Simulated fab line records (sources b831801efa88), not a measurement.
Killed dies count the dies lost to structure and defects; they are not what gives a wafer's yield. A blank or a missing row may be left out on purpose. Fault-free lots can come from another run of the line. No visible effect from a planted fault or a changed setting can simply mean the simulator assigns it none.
Comparing a struck lot with a sound one | flow sky130 | 30 steps out of a route of 708
Sound: the wafers L366.1, L366.2, L366.5. Struck: wafers L381.4, L381.5, L381.6. Last of all comes the cause.
Each step with rows lists, per side, the tool, then ch with its chambers, then its first start. Under that, the readings that differ: sound wafers | struck wafers | difference of the means | sigmas: that difference in standard deviations of wafers without a fault.
alike: words and numbers the same on both sides, and readings whose means are apart by under 2 such deviations; not compared: readings that were withheld, readings missing a value for some wafer, numbers with overlapping values and no deviation given by the record, and bounds like >300 which may hide the same value.
A row with sigmas, a row that says differs or no value, or rows on one side alone: a step with any of these is where the two part. When numbers do not overlap yet have no deviation, they are printed without sigmas and do not part them. A reading that every wafer of one side lacks parts them only if that side has two wafers or more.

first, 5 steps without rows for these wafers: SKY_SONOS_ONO_COAT_08 (resist thk 1140 nm); SKY_SONOS_ONO_SOFTBAKE_09 (time 60 s); SKY_SONOS_ONO_EXPOSE_10 (exposes mask ONOM, target cd 410 nm); SKY_SONOS_ONO_PEB_11; SKY_SONOS_ONO_DEVELOP_12 (develop time 60 s).
SKY_SONOS_ONO_CD_MEAS_13 targets a cd of 410 nm.
  struck on cd_sem-01, day 18 06:44; sound on cd_sem-01, day 13 15:13
  alike: cd_nm
SKY_SONOS_ONO_OVL_MEAS_14:
  struck on overlay-02, day 18 06:49; sound on overlay-01, day 13 15:20
  alike: SONOS_ONO_OVL
SKY_SONOS_ONO_ETCH_15: etches the open film in CHF3/O2, target depth 19.52 nm, time 7.8 s.
  sound on rie_diel-01 ch 1,2, day 13 15:23; struck on rie_diel-01 ch 0,2,3, day 18 06:50
  alike: drypump_motor_current_A, oes_product_au, throttle_valve_pct
  not compared: rf_hours_counter_h
then, 1 step without rows for these wafers: SKY_SONOS_ONO_WET_ETCH_16 (etches SiO2 in dHF, target depth 14 nm, time 280 s).
SKY_SONOS_ONO_STRIP_17: strips in O2/N2.
  sound on plasma_asher-02 ch 0,1, day 13 15:29; struck on plasma_asher-04 ch 0,1, day 18 06:58
  alike: drypump_motor_current_A, oes_product_au, strip_time_to_endpoint_s
  not compared: rf_hours_counter_h
then, 2 steps without rows for these wafers: SKY_SONOS_ONO_WET_ETCH_18 (etches Si3N4 in H3PO4, target depth 15 nm, time 172 s); SKY_GATE_OXIDE_CLEAN_00 (cleans in SC1/SC2, time 150 s).
SKY_GATE_OXIDE_OXIDATION_01: stabilise 600 s, purge 300 s, target thk 10.268 nm.
  sound on furnace-01 ch 0, day 13 15:42; struck on furnace-01 ch 0, day 18 12:24
  alike: tube_center_temp_C, zone_power_top_pct
SKY_GATE_OXIDE_THK_MEAS_02:
  struck on film_metro-02, day 18 13:50; sound on film_metro-03, day 13 17:07
  reading                          | sound             | struck            | difference | sigmas
  GATE_OXIDE_OXIDATION_00_THK (nm) | 10.34 10.40 10.34 | 16.55 16.36 16.51 | +6.11      | +28
then, 7 steps without rows for these wafers: SKY_GATE_OXIDE_DEHYDRATE_03 (time 60 s); SKY_GATE_OXIDE_HMDS_04 (prime time 60 s); SKY_GATE_OXIDE_COAT_05 (resist thk 1140 nm); SKY_GATE_OXIDE_SOFTBAKE_06 (time 60 s); SKY_GATE_OXIDE_EXPOSE_07 (exposes mask LVOM, target cd 600 nm); SKY_GATE_OXIDE_PEB_08; SKY_GATE_OXIDE_DEVELOP_09 (develop time 60 s).
SKY_GATE_OXIDE_OVL_MEAS_10:
  struck on overlay-01, day 19 17:58; sound on overlay-02, day 14 19:23
  alike: GATE_OXIDE_OVL
then, 2 steps without rows for these wafers: SKY_GATE_OXIDE_IMPLANT_11; SKY_GATE_OXIDE_WET_ETCH_12 (etches SiO2 in dHF, target depth 16.8 nm, time 336 s).
SKY_GATE_OXIDE_STRIP_13: strips in O2/N2.
  sound on plasma_asher-03 ch 0,1, day 14 19:41; struck on plasma_asher-01 ch 0,1, day 19 18:16
  alike: drypump_motor_current_A, oes_product_au, strip_time_to_endpoint_s
  not compared: rf_hours_counter_h
SKY_GATE_OXIDE_TW_MEAS_14:
  struck on film_metro-03, day 19 18:22; sound on film_metro-04, day 14 19:47
  reading       | sound             | struck            | difference | sigmas
  GATE_OXIDE_TW | 224.0 223.5 223.2 | 225.6 227.8 226.7 | +3.1       | +2
SKY_GATE_OXIDE_CLEAN_15: cleans in SC1/SC2, time 150 s.
  sound on wet_bench-04 ch 3, day 14 19:51; struck on wet_bench-04 ch 1, day 19 18:23
  reading                                           | sound             | struck            | difference | sigmas
  model.SiO2_of_GATE_OXIDE_OXIDATION_01.thk_nm (nm) | 9.976 10.06 10.02 | 16.17 15.99 16.16 | +6.09      |
SKY_GATE_OXIDE_OXIDATION_16: stabilise 600 s, purge 300 s, target thk 3.57 nm.
  sound on furnace-02 ch 0, day 14 21:17; struck on furnace-01 ch 0, day 19 19:35
  reading                                           | sound            | struck           | difference | sigmas
  model.SiO2_of_GATE_OXIDE_OXIDATION_01.thk_nm (nm) | 11.65 11.7 11.68 | 17.5 17.35 17.47 | +5.8       |
  alike: tube_center_temp_C, zone_power_top_pct
then, 1 step without rows for these wafers: SKY_POLY_GATE_CVD_00 (deposits poly-Si, target thk 180 nm, time 720 s).
-- the record jumps here: 30 days lie between the struck wafers' starts before and after (it left off in module POLY_GATE and takes up again in module PAD_OPEN, whose first step shown is number 708 of the route) --
SKY_PAD_OPEN_PROBE_99:
  struck on prober-01, day 49 18:53; sound on prober-02, day 46 11:50
  reading                                | sound                         | struck                        | difference | sigmas
  model.etest.nfet_16v.r_on_ohm_um       | 1.427e+04 1.435e+04 1.428e+04 | 1.764e+04 1.765e+04 1.756e+04 | +3.317e+03 |
  model.etest.tip_sonos.rs_ohm_sq        | 2620 2664 2639                | 5135 4982 5067                | +2420      |
  model.etest.pfet_16v.r_on_ohm_um       | 1.517e+04 1.486e+04 1.484e+04 | 1.729e+04 1.747e+04 1.709e+04 | +2.327e+03 |
  model.etest.pfet_g5v0d10v5.r_on_ohm_um | 4713 4806 4765                | 6160 6075 6035                | +1329      |
  model.etest.nfet_g5v0d10v5.r_on_ohm_um | 1891 1911 1906                | 2409 2432 2416                | +516       |
  model.etest.tip_p.rs_ohm_sq            | 6901 6987 7017                | 7319 7316 7310                | +347       |
  model.etest.pfet_01v8.r_on_ohm_um      | 2897 2905 2894                | 3118 3180 3131                | +244       |
  model.etest.nfet_g5v0d10v5.drive_ua_um | 600 597.6 594.5               | 402.4 404.6 401.1             | -194.7     |
  alike: killed_at_M0_to_M3, killed_at_M4_up, killed_at_contacts, killed_at_front_end, killed_at_other, killed_dies, killed_open, killed_short

== WHERE THEY PART ==
Last at SKY_GATE_OXIDE_TW_MEAS_14 as far as this record goes, first at SKY_GATE_OXIDE_THK_MEAS_02. Later steps at which nothing parts them and some readings are alike: SKY_GATE_OXIDE_OXIDATION_16, SKY_PAD_OPEN_PROBE_99.

WHY: what had been put in by the simulator
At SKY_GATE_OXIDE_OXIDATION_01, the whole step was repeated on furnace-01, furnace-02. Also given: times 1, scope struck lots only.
